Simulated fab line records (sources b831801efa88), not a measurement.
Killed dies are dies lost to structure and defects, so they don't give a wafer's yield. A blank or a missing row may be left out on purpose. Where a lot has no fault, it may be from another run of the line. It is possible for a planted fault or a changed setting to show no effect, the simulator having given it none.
fab line records -- flow sky130
[record] lots = 6, wafers = 18, lastDay = 49
route steps=708 shown METAL4@599 CAP2M@603 PAD_OPEN@708
lots that met no fault: from a run of the same line without faults
startH: hours from the record's opening day to when the first of the lot's shown wafers began -- waitH: hours since the lot's step before -- " unchanged from the row above -- L1.1+2: one row covering several wafers at once -- - no value, or no start was given -- * or withheld: withheld -- < > ~ a bound
route shown NAME@n: names a module that has steps shown in the file, with the first one's number in the route -- usual: mean/standard deviation taken from wafers without a fault -- same: alike in all rows -- chamber/n: place in a boat -- sites: the reading at each site -- _std_site: standard deviation across them -- _edge_site: inner sites' mean taken away from outer sites' mean -- radiusMm: how far each site lies from the wafer's centre -- mask NAME#n: copy n -- behind: the tool/chamber that last shaped the wafer -- hold: the reason the lot was held/the length of the hold in hours/how it ended -- device: which transistor (n, p or np) failed to switch -- end of line: the tests these same wafers got at the end of their route -- a step given without rows: its recipe and nothing more -- killed: dies lost to structure and defects at the first sort, not the wafer's yield -- map: shows each die of a wafer: x if killed, . if not, _ if none is there
set.NAME: the setting that was run; set.NAME@STEP: the one run at that earlier step -- model.NAME: the simulator's own value behind a step, which no gauge read
lots seen at some steps along the route; tables by step, rows by wafer
services: from which hour (startH, from the record's first day; less than 0 if before it) a tool's chamber was out of use, for how many hours, and why
[[steps]]
[step SKY_METAL4_SPUTTER_01]
[recipe] material = TiN, targetThkNm = 20, powerW = 6500, timeS = 16.7, chamberPressurePa = 0.4
[usual] throttleValvePct = 29.5/0.87
lot.wafer,tool,chamber,startH,waitH,throttleValvePct
L718.2,pvdSputter-03,-,922.81,0.0,29.4
L718.3,pvdSputter-03,-,922.81,0.0,29.8
L718.6,pvdSputter-03,-,922.81,0.0,28.8
L719.2,pvdSputter-03,-,928.44,0.0,29.0
L719.3,pvdSputter-03,-,928.44,0.0,29.8
L719.6,pvdSputter-03,-,928.44,0.0,29.6
L727.2,pvdSputter-04,-,994.77,0.0,29.7
L727.3,pvdSputter-04,-,994.77,0.0,29.3
L727.5,pvdSputter-04,-,994.77,0.0,29.9
L728.3,pvdSputter-03,-,997.36,0.0,29.6
L728.5,pvdSputter-03,-,997.36,0.0,28.8
L728.6,pvdSputter-03,-,997.36,0.0,28.8
L736.2,pvdSputter-04,-,1049.88,0.0,30.0
L736.3,pvdSputter-04,-,1049.88,0.0,29.0
L736.5,pvdSputter-04,-,1049.88,0.0,29.2
L738.4,pvdSputter-03,-,1063.51,0.0,28.9
L738.5,pvdSputter-03,-,1063.51,0.0,29.3
L738.6,pvdSputter-03,-,1063.51,0.0,28.8
[step SKY_METAL4_SPUTTER_02]
[recipe] material = AlCu, targetThkNm = 735, powerW = 10600, timeS = 39.1, chamberPressurePa = 0.4
[usual] throttleValvePct = 29.5/0.86
lot.wafer,tool,chamber,startH,waitH,throttleValvePct
L718.2,pvdSputter-03,-,922.83,0.0,29.4
L718.3,pvdSputter-03,-,922.83,0.0,29.8
L718.6,pvdSputter-03,-,922.83,0.0,29.0
L719.2,pvdSputter-03,-,928.47,0.0,28.8
L719.3,pvdSputter-03,-,928.47,0.0,29.9
L719.6,pvdSputter-03,-,928.47,0.0,29.2
L727.2,pvdSputter-04,-,994.79,0.0,30.0
L727.3,pvdSputter-04,-,994.79,0.0,29.0
L727.5,pvdSputter-04,-,994.79,0.0,30.1
L728.3,pvdSputter-03,-,997.38,0.0,29.6
L728.5,pvdSputter-03,-,997.38,0.0,29.2
L728.6,pvdSputter-03,-,997.38,0.0,28.6
L736.2,pvdSputter-04,-,1049.90,0.0,30.0
L736.3,pvdSputter-04,-,1049.90,0.0,28.9
L736.5,pvdSputter-04,-,1049.90,0.0,29.3
L738.4,pvdSputter-03,-,1063.54,0.0,28.7
L738.5,pvdSputter-03,-,1063.54,0.0,29.4
L738.6,pvdSputter-03,-,1063.54,0.0,28.5
[step SKY_METAL4_SPUTTER_03]
[recipe] material = Ti, targetThkNm = 5, powerW = 3000, timeS = 3.3, chamberPressurePa = 0.4
[usual] throttleValvePct = 29.5/0.84
lot.wafer,tool,chamber,startH,waitH,throttleValvePct
L718.2,pvdSputter-03,-,922.87,0.0,29.5
L718.3,pvdSputter-03,-,922.87,0.0,29.6
L718.6,pvdSputter-03,-,922.87,0.0,28.7
L719.2,pvdSputter-03,-,928.50,0.0,28.8
L719.3,pvdSputter-03,-,928.50,0.0,29.7
L719.6,pvdSputter-03,-,928.50,0.0,29.6
L727.2,pvdSputter-04,-,994.83,0.0,30.0
L727.3,pvdSputter-04,-,994.83,0.0,29.3
L727.5,pvdSputter-04,-,994.83,0.0,29.8
L728.3,pvdSputter-03,-,997.42,0.0,29.7
L728.5,pvdSputter-03,-,997.42,0.0,28.7
L728.6,pvdSputter-03,-,997.42,0.0,28.8
L736.2,pvdSputter-04,-,1049.94,0.0,29.9
L736.3,pvdSputter-04,-,1049.94,0.0,29.1
L736.5,pvdSputter-04,-,1049.94,0.0,29.3
L738.4,pvdSputter-03,-,1063.57,0.0,28.7
L738.5,pvdSputter-03,-,1063.57,0.0,29.3
L738.6,pvdSputter-03,-,1063.57,0.0,28.8
[step SKY_METAL4_SPUTTER_04]
[recipe] material = TiN, targetThkNm = 70, powerW = 6500, timeS = 58.3, chamberPressurePa = 0.4
[usual] throttleValvePct = 29.5/0.87
lot.wafer,tool,chamber,startH,waitH,throttleValvePct
L718.2,pvdSputter-03,-,922.89,0.0,29.3
L718.3,pvdSputter-03,-,922.89,0.0,29.7
L718.6,pvdSputter-03,-,922.89,0.0,28.9
L719.2,pvdSputter-03,-,928.52,0.0,28.8
L719.3,pvdSputter-03,-,928.52,0.0,29.9
L719.6,pvdSputter-03,-,928.52,0.0,29.5
L727.2,pvdSputter-04,-,994.85,0.0,29.9
L727.3,pvdSputter-04,-,994.85,0.0,29.1
L727.5,pvdSputter-04,-,994.85,0.0,29.8
L728.3,pvdSputter-03,-,997.44,0.0,29.6
L728.5,pvdSputter-03,-,997.44,0.0,28.8
L728.6,pvdSputter-03,-,997.44,0.0,28.7
L736.2,pvdSputter-04,-,1049.96,0.0,30.0
L736.3,pvdSputter-04,-,1049.96,0.0,28.9
L736.5,pvdSputter-04,-,1049.96,0.0,29.3
L738.4,pvdSputter-03,-,1063.61,0.0,28.7
L738.5,pvdSputter-03,-,1063.61,0.0,29.5
L738.6,pvdSputter-03,-,1063.61,0.0,28.6
[step SKY_CAP2M_CVD_00]
[recipe] material = SiO2, targetThkNm = 15.5, tempC = 400, timeS = withheld, rfW = 450
[usual] heaterPowerW = 713/84
lot.wafer,tool,chamber,startH,waitH,heaterPowerW
L718.2,pecvd-03,2,922.94,0.0,598
L718.3,pecvd-03,0,922.94,0.0,599
L718.6,pecvd-03,2,922.94,0.0,594
L719.2,pecvd-04,0,928.57,0.0,608
L719.3,pecvd-04,1,928.57,0.0,709
L719.6,pecvd-04,1,928.57,0.0,716
L727.2,pecvd-03,2,994.90,0.0,628
L727.3,pecvd-03,0,994.90,0.0,686
L727.5,pecvd-03,2,994.90,0.0,617
L728.3,pecvd-04,1,997.49,0.0,696
L728.5,pecvd-04,2,997.49,0.0,716
L728.6,pecvd-04,0,997.49,0.0,712
L736.2,pecvd-03,2,1050.01,0.0,604
L736.3,pecvd-03,0,1050.01,0.0,688
L736.5,pecvd-03,0,1050.01,0.0,678
L738.4,pecvd-02,2,1063.64,0.0,705
L738.5,pecvd-02,0,1063.64,0.0,596
L738.6,pecvd-02,1,1063.64,0.0,764
[step SKY_CAP2M_THK_MEAS_01]
[recipe] reads = SiO2_of_CAP2M_CVD_00
[usual] CAP2M_CVD_00_THK = 15.46/0.22
lot.wafer,tool,chamber,startH,waitH,CAP2M_CVD_00_THK[nm]
L718.2,filmMetro-01,-,922.97,-,15.36
L718.3,filmMetro-01,-,922.97,-,15.43
L718.6,filmMetro-01,-,922.97,-,15.65
L719.2,filmMetro-01,-,928.60,-,15.71
L719.3,filmMetro-01,-,928.60,-,15.27
L719.6,filmMetro-01,-,928.60,-,15.50
L727.2,filmMetro-01,-,994.93,-,15.33
L727.3,filmMetro-01,-,994.93,-,15.48
L727.5,filmMetro-01,-,994.93,-,15.83
L728.3,filmMetro-03,-,997.53,-,14.83
L728.5,filmMetro-03,-,997.53,-,15.22
L728.6,filmMetro-03,-,997.53,-,15.38
L736.2,filmMetro-01,-,1050.04,-,15.25
L736.3,filmMetro-01,-,1050.04,-,15.15
L736.5,filmMetro-01,-,1050.04,-,15.32
L738.4,filmMetro-04,-,1063.68,-,15.78
L738.5,filmMetro-04,-,1063.68,-,15.68
L738.6,filmMetro-04,-,1063.68,-,15.74
[step SKY_CAP2M_SPUTTER_02]
[recipe] material = TiN, targetThkNm = 200, tempC = 300, powerW = 6500, timeS = 166.7, chamberPressurePa = 0.4
[step SKY_CAP2M_RS_MEAS_03]
[recipe] thkMeasGauge = four-point-probe, reads = TiN_of_CAP2M_SPUTTER_02
[usual] CAP2M_TIN_RS = 6.87/0.058
lot.wafer,tool,chamber,startH,waitH,CAP2M_TIN_RS[ohm/sq]
L718.2,filmMetro-01,-,923.15,0.1,6.90
L718.3,filmMetro-01,-,923.15,0.1,6.99
L718.6,filmMetro-01,-,923.15,0.1,6.95
L719.2,filmMetro-01,-,928.78,0.1,6.92
L719.3,filmMetro-01,-,928.78,0.1,6.85
L719.6,filmMetro-01,-,928.78,0.1,6.89
L727.2,filmMetro-01,-,995.11,0.1,6.93
L727.3,filmMetro-01,-,995.11,0.1,6.86
L727.5,filmMetro-01,-,995.11,0.1,6.89
L728.3,filmMetro-01,-,997.72,0.1,6.72
L728.5,filmMetro-01,-,997.72,0.1,6.77
L728.6,filmMetro-01,-,997.72,0.1,6.78
L736.2,filmMetro-01,-,1050.22,0.1,6.89
L736.3,filmMetro-01,-,1050.22,0.1,6.89
L736.5,filmMetro-01,-,1050.22,0.1,6.93
L738.4,filmMetro-03,-,1063.88,0.1,6.87
L738.5,filmMetro-03,-,1063.88,0.1,6.92
L738.6,filmMetro-03,-,1063.88,0.1,6.86
[step SKY_CAP2M_THK_MEAS_04]
[recipe] thkMeasGauge = xrf, reads = TiN_of_CAP2M_SPUTTER_02
[usual] CAP2M_TIN_THK = 207.9/2.1
lot.wafer,tool,chamber,startH,waitH,CAP2M_TIN_THK[nm]
L718.2,filmMetro-01,-,923.26,0.1,207.9
L718.3,filmMetro-01,-,923.26,0.1,204.1
L718.6,filmMetro-01,-,923.26,0.1,206.8
L719.2,filmMetro-01,-,928.89,0.1,208.0
L719.3,filmMetro-01,-,928.89,0.1,209.6
L719.6,filmMetro-01,-,928.89,0.1,208.1
L727.2,filmMetro-01,-,995.22,0.1,207.1
L727.3,filmMetro-01,-,995.22,0.1,209.2
L727.5,filmMetro-01,-,995.22,0.1,209.2
L728.3,filmMetro-01,-,997.82,0.1,212.5
L728.5,filmMetro-01,-,997.82,0.1,211.9
L728.6,filmMetro-01,-,997.82,0.1,211.3
L736.2,filmMetro-01,-,1050.33,0.1,207.9
L736.3,filmMetro-01,-,1050.33,0.1,208.8
L736.5,filmMetro-01,-,1050.33,0.1,205.9
L738.4,filmMetro-03,-,1063.97,0.1,205.1
L738.5,filmMetro-03,-,1063.97,0.1,205.1
L738.6,filmMetro-03,-,1063.97,0.1,206.7
[step SKY_CAP2M_DEHYDRATE_05]
[recipe] tempC = 200, timeS = 60
[step SKY_CAP2M_HMDS_06]
[recipe] primeTimeS = 60, primeTempC = 120
[step SKY_CAP2M_COAT_07]
[recipe] resist = NOVOLAK, spinRpm = 3000, resistThkNm = 1140
[step SKY_CAP2M_SOFTBAKE_08]
[recipe] tempC = 90, timeS = 60, resist = NOVOLAK
[usual] heaterPowerTotalW = 56.59/0.042, plateTempC = 89.98/0.14
lot.wafer,tool,chamber,startH,waitH,heaterPowerTotalW,plateTempC,model.NOVOLAK_of_CAP2M_COAT_07.thkNm
L718.2,lithoTrack-02,0,935.17,0.1,56.58,89.84,1135
L718.3,lithoTrack-02,0,935.17,0.1,56.63,89.93,1136
L718.6,lithoTrack-02,0,935.17,0.1,56.57,90.01,1134
L719.2,lithoTrack-01,0,940.99,0.1,56.68,89.83,1134
L719.3,lithoTrack-01,0,940.99,0.1,56.58,89.99,1137
L719.6,lithoTrack-01,0,940.99,0.1,56.63,89.82,1137
L727.2,lithoTrack-02,0,1006.07,0.1,58.77,92.49,1124
L727.3,lithoTrack-02,0,1006.07,0.1,58.91,92.37,1125
L727.5,lithoTrack-02,0,1006.07,0.1,58.78,92.46,1128
L728.3,lithoTrack-02,0,1009.30,0.1,58.83,92.68,1133
L728.5,lithoTrack-02,0,1009.30,0.1,58.84,92.62,1130
L728.6,lithoTrack-02,0,1009.30,0.1,58.72,92.54,1132
L736.2,lithoTrack-04,0,1060.63,0.1,56.60,89.76,1139
L736.3,lithoTrack-04,0,1060.63,0.1,56.59,89.91,1139
L736.5,lithoTrack-04,0,1060.63,0.1,56.58,89.89,1136
L738.4,lithoTrack-01,0,1074.79,0.1,56.62,90.04,1140
L738.5,lithoTrack-01,0,1074.79,0.1,56.65,90.25,1142
L738.6,lithoTrack-01,0,1074.79,0.1,56.60,90.01,1140
[step SKY_CAP2M_EXPOSE_09]
[recipe] maskId = CAP2M, na = 0.6, sourceShape = conventional, sigmaOuter = 0.6, polarization = unpolarized, targetCdNm = 1000, doseMj = 159
[step SKY_CAP2M_PEB_10]
[recipe] tempC = withheld, timeS = *, resist = NOVOLAK
[step SKY_CAP2M_DEVELOP_11]
[recipe] resist = NOVOLAK, developer = TMAH, developTimeS = 60, devTempC = 23
[step SKY_CAP2M_OVL_MEAS_12]
[usual] CAP2M_OVL = 0.8/1.6
lot.wafer,tool,chamber,startH,waitH,CAP2M_OVL[nm]
L718.2,overlay-02,-,947.56,0.1,1.2
L718.3,overlay-02,-,947.56,0.1,2.1
L718.6,overlay-02,-,947.56,0.1,2.0
L719.2,overlay-01,-,952.85,0.1,0.9
L719.3,overlay-01,-,952.85,0.1,0.2
L719.6,overlay-01,-,952.85,0.1,0.2
L727.2,overlay-02,-,1018.07,0.1,2.0
L727.3,overlay-02,-,1018.07,0.1,0.5
L727.5,overlay-02,-,1018.07,0.1,1.2
L728.3,overlay-02,-,1020.96,0.1,-0.4
L728.5,overlay-02,-,1020.96,0.1,-0.9
L728.6,overlay-02,-,1020.96,0.1,-1.0
L736.2,overlay-01,-,1071.61,0.1,-0.6
L736.3,overlay-01,-,1071.61,0.1,0.5
L736.5,overlay-01,-,1071.61,0.1,-2.1
L738.4,overlay-02,-,1084.37,0.1,1.2
L738.5,overlay-02,-,1084.37,0.1,1.7
L738.6,overlay-02,-,1084.37,0.1,0.4
[step SKY_CAP2M_METAL_ETCH_13]
[recipe] targetDepthNm = 220, stopOn = SiO2, chemistry = Cl2/BCl3, target = TiN, pressureMtorr = 10, icpW = 900, biasW = 48.5, Cl2_flow_sccm = 60, bcl3FlowSccm = 30, timeS = 62.9
[usual] drypumpMotorCurrentA = 5.5/0.5, oesProductAu = 0.944/0.0066, throttleValvePct = 21.900/0.011
lot.wafer,tool,chamber,startH,waitH,drypumpMotorCurrentA,oesProductAu,rfHoursCounterH,throttleValvePct,model.NOVOLAK_of_CAP2M_COAT_07.thkNm
L718.2,rieMetal-04,1,947.59,0.0,5.7,0.936,8,21.910,988.9
L718.3,rieMetal-04,1,947.59,0.0,5.7,0.942,-,21.895,991.6
L718.6,rieMetal-04,1,947.59,0.0,5.7,0.943,-,21.911,988.8
L719.2,rieMetal-01,1,952.88,0.0,5.3,0.937,17,21.887,984.6
L719.3,rieMetal-01,1,952.88,0.0,5.4,0.936,-,21.908,988.1
L719.6,rieMetal-01,1,952.88,0.0,5.3,0.927,-,21.911,987.6
L727.2,rieMetal-03,0,1018.10,0.0,5.5,0.939,18,21.898,980.9
L727.3,rieMetal-03,1,1018.10,0.0,6.5,0.948,-,21.909,978
L727.5,rieMetal-03,0,1018.10,0.0,5.5,0.939,-,21.902,985.6
L728.3,rieMetal-04,1,1021.01,0.0,5.7,0.957,-,21.889,986.9
L728.5,rieMetal-04,1,1021.01,0.0,5.7,0.951,-,21.903,983.9
L728.6,rieMetal-04,0,1021.01,0.0,5.1,0.948,-,21.894,986.6
L736.2,rieMetal-03,1,1071.64,0.0,6.4,0.937,17,21.900,991.7
L736.3,rieMetal-03,0,1071.64,0.0,5.5,0.948,-,21.923,993.1
L736.5,rieMetal-03,0,1071.64,0.0,5.5,0.933,-,21.911,990.7
L738.4,rieMetal-01,1,1084.41,0.0,5.3,0.951,-,21.899,991
L738.5,rieMetal-01,1,1084.41,0.0,5.3,0.939,-,21.898,993
L738.6,rieMetal-01,0,1084.41,0.0,4.9,0.948,-,21.903,990.6
[step SKY_CAP2M_STRIP_14]
[recipe] chemistry = O2/N2, powerW = 1400, pressureMtorr = 1500, platenTempC = withheld, o2FlowSccm = 3000, n2FlowSccm = 300, overashFraction = 0.5
[step SKY_PAD_OPEN_PROBE_99]
[usual] defectLimitedYield = 82.6/1.9, killed_at_M0_to_M3 = 43/6.9, killed_at_M4_up = 3.2/2, killedAtContacts = 25/5.1, killedAtFrontEnd = 15/4.5, killedAtOther = 0.2/0.51, killedDies = 85/9.5, killedOpen = 48/6.9, killedShort = 38/6.7, sort_bin_3_pad_short = 0.8/0.4, sort_bin_5_function = 10.2/1.6, sort_bin_6_memory = 6.4/1.1, sortNPass = 407/9.5, sortYieldPct = 82.6/1.9
[same] grossDies = 492, killedAtBackSide = 0, sort_bin_4_leakage[%] = 0, sort_bin_8_speed[%] = 0
lot.wafer,tool,chamber,startH,waitH,defectLimitedYield[%],killed_at_M0_to_M3,killed_at_M4_up,killedAtContacts,killedAtFrontEnd,killedAtOther,killedDies,killedOpen,killedShort,sort_bin_3_pad_short[%],sort_bin_5_function[%],sort_bin_6_memory[%],sortNPass,sortYieldPct[%]
L727.2,prober-01,-,1129.71,0.1,81.9,38,4,29,18,0,89,47,42,1.0,10.2,6.9,403,81.9
L727.3,prober-01,-,1129.76,0.2,82.5,39,3,31,13,0,86,45,41,1.4,9.6,6.5,406,82.5
L727.5,prober-01,-,1129.86,0.2,83.3,32,2,28,20,0,82,43,39,1.0,10.0,5.7,410,83.3
// killed by level:class
L727.2 CONTACT:geometricParticle:open=10 METAL1:geometricParticle:short=9 VIA1:geometricParticle:open=9 LI_CONTACT:geometricParticle:open=8 POLY_GATE:geometricParticle:short=5 CONTACT:geometricParticle:short=5 FIELD_ISO:geometricParticle:open=4 POLY_GATE:geometricParticle:open=4
L727.3 CONTACT:geometricParticle:short=10 CONTACT:geometricParticle:open=9 VIA3:geometricParticle:open=9 VIA2:geometricParticle:open=8 VIA1:geometricParticle:open=7 LI_CONTACT:geometricParticle:open=5 METAL1:geometricParticle:short=5 LOCAL_INTERCONNECT:geometricParticle:short=4
L727.5 CONTACT:geometricParticle:open=9 LI_CONTACT:geometricParticle:open=8 VIA1:geometricParticle:open=7 FIELD_ISO:geometricParticle:short=4 FIELD_ISO:geometricParticle:open=4 LOCAL_INTERCONNECT:geometricParticle:short=4 METAL2:geometricParticle:short=4 VIA3:geometricParticle:short=4
[[services]]
tool,chamber,startH,hours,kind
pecvd-03,2,905.53,5.5,scheduledDown
pecvd-04,0,915.37,5.5,scheduledDown
rieMetal-03,-,916.14,14.6,pm
pecvd-04,1,920.83,2.1,scheduledDown
pvdSputter-04,3,938.79,-,consumableReplace:kit
pvdSputter-04,3,938.79,18.0,scheduledDown
pvdSputter-04,3,938.79,18.0,ventCycle
pvdSputter-04,-,957.61,5.4,repair
pecvd-03,-,958.08,6.0,pm
pecvd-02,-,974.32,3.0,repair
pvdSputter-04,-,1001.08,3.2,repair
rieMetal-04,1,1017.20,1.5,repair
pvdSputter-03,3,1054.92,-,consumableReplace:kit
pvdSputter-03,3,1054.92,18.0,scheduledDown
pvdSputter-03,3,1054.92,18.0,ventCycle
pecvd-02,-,1054.98,3.4,repair
rieMetal-01,1,1060.67,-,clean
rieMetal-01,1,1060.67,18.9,scheduledDown
pvdSputter-04,2,1061.42,-,consumableReplace:kit
pvdSputter-04,2,1061.42,18.0,scheduledDown
pvdSputter-04,2,1061.42,18.0,ventCycle
pecvd-02,1,1082.45,3.1,repair
pecvd-02,-,1082.88,2.6,repair
pvdSputter-03,-,1083.21,2.2,repair
[[key]]
[firstSign] step = SKY_CAP2M_SOFTBAKE_08, reading = heaterPowerTotalW, direction = up, sigmas = 53, usual = *, struck = *
[effect] step = SKY_CAP2M_SOFTBAKE_08, reading = plateTempC, direction = up, sigmas = 18, usual = *, struck = *
[modelEffect] step = SKY_CAP2M_SOFTBAKE_08, value = NOVOLAK_of_CAP2M_COAT_07.thkNm, without = 1137, struck = 1129
[modelEffect] step = SKY_CAP2M_METAL_ETCH_13, value = NOVOLAK_of_CAP2M_COAT_07.thkNm, without = 991.5, struck = 983.7
metAt SKY_CAP2M_SOFTBAKE_08
struckWafers L727.2,L727.3,L727.5,L728.3,L728.5,L728.6
onsetBetween 935.17 1006.07
[fault] kind = processParameterDrift, tool = lithoTrack-02, chamber = -, onsetH = 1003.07, steps = SKY_CAP2M_SOFTBAKE_08, channel = tempC, offset = *, shape = step, endH = 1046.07, actsIn = *, stated = *
